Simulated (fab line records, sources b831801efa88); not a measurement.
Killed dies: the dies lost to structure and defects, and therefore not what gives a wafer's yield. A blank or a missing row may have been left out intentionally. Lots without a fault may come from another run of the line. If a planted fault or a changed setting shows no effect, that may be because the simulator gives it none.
Which tool did it?	flow gf180mcu	Sampling: 13 lots, 39 wafers, 4 of 602 route steps

WHAT THE GAUGES READ, wafer by wafer
GF_V4_BOW_MEAS_05. Usual: V4_BOW typically reads 136 um, with standard deviation 8.1.
lot	measured	on	V4_BOW (um)	flag
L755	day 23 09:38	filmMetro-04	147 134 136	
L756	day 23 20:38	filmMetro-02	153 146 144	
L757	day 24 05:55	filmMetro-04	132 123 130	
L758	day 24 13:43	filmMetro-02	143 143 149	
L759	day 25 08:45	filmMetro-01	139 127 126	
L760	day 25 20:24	filmMetro-01	155 137 143	
L761	day 25 21:25	filmMetro-02	134 127 139	
L762	day 26 01:49	filmMetro-04	129 144 135	
L763	day 26 17:07	filmMetro-02	138 139 139	
L764	day 26 22:45	filmMetro-02	143 136 126	
L766	day 27 08:39	filmMetro-02	134 139 143	
L768	day 28 02:17	filmMetro-01	128 127 123	
L778	day 31 00:23	filmMetro-04	135 137 132	

GF_M5_OVL_MEAS_08. Usual: M5_OVL typically reads 1 nm, with standard deviation 6.1.
lot	measured	on	M5_OVL (nm)	flag
L755	day 26 04:52	overlay-02	0 2 -2	
L756	day 26 15:01	overlay-02	1 3 -4	
L757	day 27 00:28	overlay-02	-9 -5 -10	
L758	day 27 07:31	overlay-02	-3 7 7	
L759	day 28 00:15	overlay-02	4 8 7	
L760	day 28 11:22	overlay-01	5 -7 2	
L761	day 28 13:04	overlay-02	-11 -5 -4	
L762	day 28 16:08	overlay-02	7 6 5	
L763	day 29 07:31	overlay-01	4 -4 6	
L764	day 29 12:57	overlay-01	13 5 10	
L766	day 29 21:24	overlay-02	5 6 3	
L768	day 30 14:13	overlay-02	-7 -3 3	
L778	day 33 05:58	overlay-01	-7 -4 -2	

EACH LOT AND THE TOOL THAT RAN IT (in order: tool; ch and the chambers of the sampled wafers; start)
lot	GF_POLY_GATE_ETCH_13	GF_MIM_SPUTTER_04
L755	rieSi-01 ch 0,2,3, day 9 05:59	pvdSputter-03, day 24 09:43
L756	rieSi-01 ch 0,2, day 9 10:26	pvdSputter-02, day 24 20:14
L757	rieSi-01 ch 0,3, day 9 18:47	pvdSputter-04, day 25 05:29
L758	rieSi-02 ch 0,3, day 10 02:26	pvdSputter-03, day 25 13:19
L759	rieSi-02 ch 0,1,3, day 10 18:23	pvdSputter-04, day 26 07:53
L760	rieSi-02 ch 2,3, day 10 23:38	pvdSputter-03, day 26 19:08
L761	rieSi-02 ch 1,2, day 11 03:02	pvdSputter-03, day 26 20:09
L762	rieSi-02 ch 0,2,3, day 11 09:05	pvdSputter-04, day 27 00:07
L763	rieSi-01 ch 0,1,3, day 11 23:32	pvdSputter-03, day 27 15:33
L764	rieSi-02 ch 2,3, day 12 04:41	pvdSputter-04, day 27 21:10
L766	rieSi-02 ch 0,3, day 12 14:44	pvdSputter-03, day 28 06:55
L768	rieSi-01 ch 0,1,2, day 13 07:35	pvdSputter-04, day 28 23:29
L778	rieSi-01 ch 0,1,3, day 16 13:11	pvdSputter-02, day 31 19:38
- GF_POLY_GATE_ETCH_13: etches poly-Si in HBr/Cl2, stops on SiO2, target depth 198.5 nm, time 69.6 s.
- GF_MIM_SPUTTER_04: material TiN, target thk 50 nm, time 41.7 s.

AS READ BY THE TOOLS THEMSELVES (means over the sampled wafers that have a number; for cases with no such wafer, the mark the record gives instead)
GF_POLY_GATE_ETCH_13. Usual: drypumpMotorCurrentA 5.8 A, standard deviation 0.52; oesProductAu 0.990 a.u., standard deviation 0.0071; throttleValvePct 33.684 %, standard deviation 0.0099.
lot	tool	drypumpMotorCurrentA (A)	oesProductAu (a.u.)	throttleValvePct (%)	flag
L755	rieSi-01	5.7	0.996	33.687	
L756	rieSi-01	6.2	0.992	33.675	
L757	rieSi-01	5.5	0.984	33.684	
L758	rieSi-02	6.1	0.991	33.679	
L759	rieSi-02	6.1	0.991	33.679	
L760	rieSi-02	5.8	0.999	33.683	
L761	rieSi-02	6.0	0.992	33.685	
L762	rieSi-02	5.9	0.991	33.683	
L763	rieSi-01	5.7	0.987	33.683	
L764	rieSi-02	5.7	0.996	33.684	
L766	rieSi-02	6.1	0.999	33.678	
L768	rieSi-01	5.9	0.985	33.677	
L778	rieSi-01	5.7	0.992	33.696	

GF_MIM_SPUTTER_04. Usual: 29.4 % for throttleValvePct, sd 1.1.
lot	tool	throttleValvePct (%)	flag
L755	pvdSputter-03	29.5	
L756	pvdSputter-02	28.5	
L757	pvdSputter-04	29.6	
L758	pvdSputter-03	29.1	
L759	pvdSputter-04	30.9	
L760	pvdSputter-03	29.2	
L761	pvdSputter-03	29.3	
L762	pvdSputter-04	30.2	
L763	pvdSputter-03	28.7	
L764	pvdSputter-04	30.2	
L766	pvdSputter-03	28.3	
L768	pvdSputter-04	29.6	
L778	pvdSputter-02	29.6	

THE ANSWER, worked out from the rows above alone
Rule: lot off if the mean of its wafers having a number is beyond 3 standard deviations from the usual mean. A lot without any number at a reading at which 4 lots or more have one is off too. All remaining lots with rows at the step are treated as sound. Order of review: gauges by route order, followed by the tools' own readings, for which a lot's mean as printed above is used. The first step at which some lot is off is used, and at that step the reading that is off furthest; a lot without a number counts as furthest.
Across all readings shown, no lot is off: no conclusion can be drawn from this.

WHAT THE SIMULATOR HAD INSERTED
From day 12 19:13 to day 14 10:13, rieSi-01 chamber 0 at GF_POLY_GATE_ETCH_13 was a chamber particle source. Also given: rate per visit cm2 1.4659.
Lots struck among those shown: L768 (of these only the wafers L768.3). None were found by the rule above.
